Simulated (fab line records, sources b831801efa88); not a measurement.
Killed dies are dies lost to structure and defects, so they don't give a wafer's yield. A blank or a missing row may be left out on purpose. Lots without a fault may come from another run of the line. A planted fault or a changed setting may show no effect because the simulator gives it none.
Problem report in the 8D (eight disciplines) form, filled by code | flow sky130 | the parts of the form that need people (team, actions taken, sign-off) are left out

1. THE PROBLEM
oes_product_au at SKY_LI_CONTACT_ETCH_14 reads a mean of 0.876 a.u. on 4 wafers of 3 lots; wafers without a fault read 0.854 a.u. with a standard deviation of 0.0047. That is +4.7 standard deviations from the usual mean.
The step: etches BARC in N2/H2, stops on SiO2, time 45.9 s, target depth 60 nm.
First seen on wafer L378.3, day 33 02:46, on rie_diel-03. The record holds 35 wafers of 12 lots with a number at this step. Rule for "out", or "out of limits": more than 4 standard deviations from the usual mean. The other wafers with a number count as sound.

2. WHAT IT IS AND WHAT IT IS NOT
question                    | is                             | is not
which readings at this step | oes_product_au                 | drypump_motor_current_A
which lots                  | L377, L378, L380               | L370, L371, L373, L375, L376, L387, L390, L391, L392
which wafers of those lots  | L377.2, L377.3, L378.3, L380.3 | L377.4, L378.5, L378.6, L380.5
read on which tools         | rie_diel-01, rie_diel-03       | rie_diel-02
when                        | from day 33 02:46              | up to then (17 sound wafers); but 14 sound wafers of L377, L380, L387, L390, L391, L392 came after

3. SUSPECTS, AND WHAT RULES EACH OUT
Counting: a tool at a process step up to the reading stays a suspect if it ran every lot that is out. Sound lots after the first of them don't rule it out here, since some wafers of a struck lot are sound.
- litho_track-03 at SKY_LI_CONTACT_COAT_06 (resist thk 60 nm): kept. It ran every lot that is out, first L378 (day 32 13:11); its last sound lot up to then is L376 (day 32 04:32).
Left after counting: litho_track-03 at SKY_LI_CONTACT_COAT_06.

4. THE CAUSE (what the simulator had put in)
Process parameter drift: litho_track-03, from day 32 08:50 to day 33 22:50, at SKY_LI_CONTACT_COAT_06. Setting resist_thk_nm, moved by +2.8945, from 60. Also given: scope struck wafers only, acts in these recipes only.
Counting left only this tool.

5. THE CHAIN OF EFFECTS, in route order
Each row: a reading whose mean over the struck wafers that have a number lies more than 3 standard deviations from the usual. Only readings for which the record gives a usual standard deviation are gone through. hours: the time from each lot's start at the first step in this table that gives one to its start at this step, as a median over the lots. sigmas: the change in usual standard deviations.
hours | step                   | reading        | usual      | on struck wafers | change | sigmas
0     | SKY_LI_CONTACT_ETCH_14 | oes_product_au | 0.854 a.u. | 0.876            | +0.022 | +4.7
The process steps in it:
- SKY_LI_CONTACT_ETCH_14: etches BARC in N2/H2, stops on SiO2, time 45.9 s, target depth 60 nm.

6. WHAT WOULD HAVE CAUGHT IT SOONER
In this record the first reading out of limits was taken at day 33 02:46, 18 hours after the fault began at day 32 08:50.
Of the lots that are out (3), L380 began SKY_LI_CONTACT_COAT_06 on litho_track-03 after day 33 02:46. A hold on the tool at that time would have spared it.
